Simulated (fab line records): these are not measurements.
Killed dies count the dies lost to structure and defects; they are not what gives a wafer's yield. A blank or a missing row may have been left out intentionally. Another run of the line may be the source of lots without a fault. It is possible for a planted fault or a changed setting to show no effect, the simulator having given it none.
Matching of chambers :: flow sky130 :: cmp-02 running SKY_VIA2_CMP_02: 4 sister chambers
The step polishes SiO2. 8 wafers are shown with their chamber, then 7 later ones without.

WAFERS, EACH WITH ITS CHAMBER
wafer: L927.2
chamber: 3
motor-current-A (A): 12.1
retaining-ring-pressure-frac: 1.004

wafer: L927.5
chamber: 1
motor-current-A (A): 11.7
retaining-ring-pressure-frac: 1.004

wafer: L926.6
chamber: 2
motor-current-A (A): 13.9
retaining-ring-pressure-frac: 1.007

wafer: L934.1
chamber: 0
motor-current-A (A): 10.0
retaining-ring-pressure-frac: 1.000

wafer: L934.2
chamber: 1
motor-current-A (A): 11.8
retaining-ring-pressure-frac: 0.995

wafer: L934.4
chamber: 3
motor-current-A (A): 13.3
retaining-ring-pressure-frac: 1.004

wafer: L935.1
chamber: 0
motor-current-A (A): 10.6
retaining-ring-pressure-frac: 1.006

wafer: L935.5
chamber: 2
motor-current-A (A): 13.4
retaining-ring-pressure-frac: 0.999

WAFERS MISSING THEIR CHAMBER
wafer: L935.6
motor-current-A (A): 12.0
retaining-ring-pressure-frac: 1.002

wafer: L939.2
motor-current-A (A): 12.4
retaining-ring-pressure-frac: 0.995

wafer: L939.3
motor-current-A (A): 11.1
retaining-ring-pressure-frac: 0.998

wafer: L939.6
motor-current-A (A): 13.4
retaining-ring-pressure-frac: 1.003

wafer: L940.1
motor-current-A (A): 14.2
retaining-ring-pressure-frac: 0.998

wafer: L940.2
motor-current-A (A): 12.4
retaining-ring-pressure-frac: 1.002

wafer: L940.4
motor-current-A (A): 11.1
retaining-ring-pressure-frac: 0.999

THE CHAMBER EACH PASSED THROUGH
wafer: L935.6
from the rows above: can't be placed: 1 or 3
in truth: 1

wafer: L939.2
from the rows above: can't be placed: 1 or 3 or 2
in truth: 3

wafer: L939.3
from the rows above: can't be placed: 1 or 0
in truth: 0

wafer: L939.6
from the rows above: can't be placed: 2 or 3
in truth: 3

wafer: L940.1
from the rows above: can't be placed: 2 or 3
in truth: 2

wafer: L940.2
from the rows above: can't be placed: 3 or 1 or 2
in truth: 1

wafer: L940.4
from the rows above: can't be placed: 1 or 0
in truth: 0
Placed correctly: 0 of 7. Not placeable from these rows: 7 (in 7, the candidates include the true chamber). 0 placed wrongly.
How it was worked out, from the rows above alone: a wafer's distance from a chamber is the root of the sum, over the readings, of the square of ((its reading less the chamber's mean) divided by the reading's scatter). If the next closest chamber is less than 2 further off than the closest, the wafer can't be placed; otherwise it belongs to the closest. For every chamber, the mean is computed from those of its wafers that are shown. The scatter: take each reading less its chamber's mean, square it, sum over the shown wafers, divide by the number of wafers less the number of chambers, and take the root.
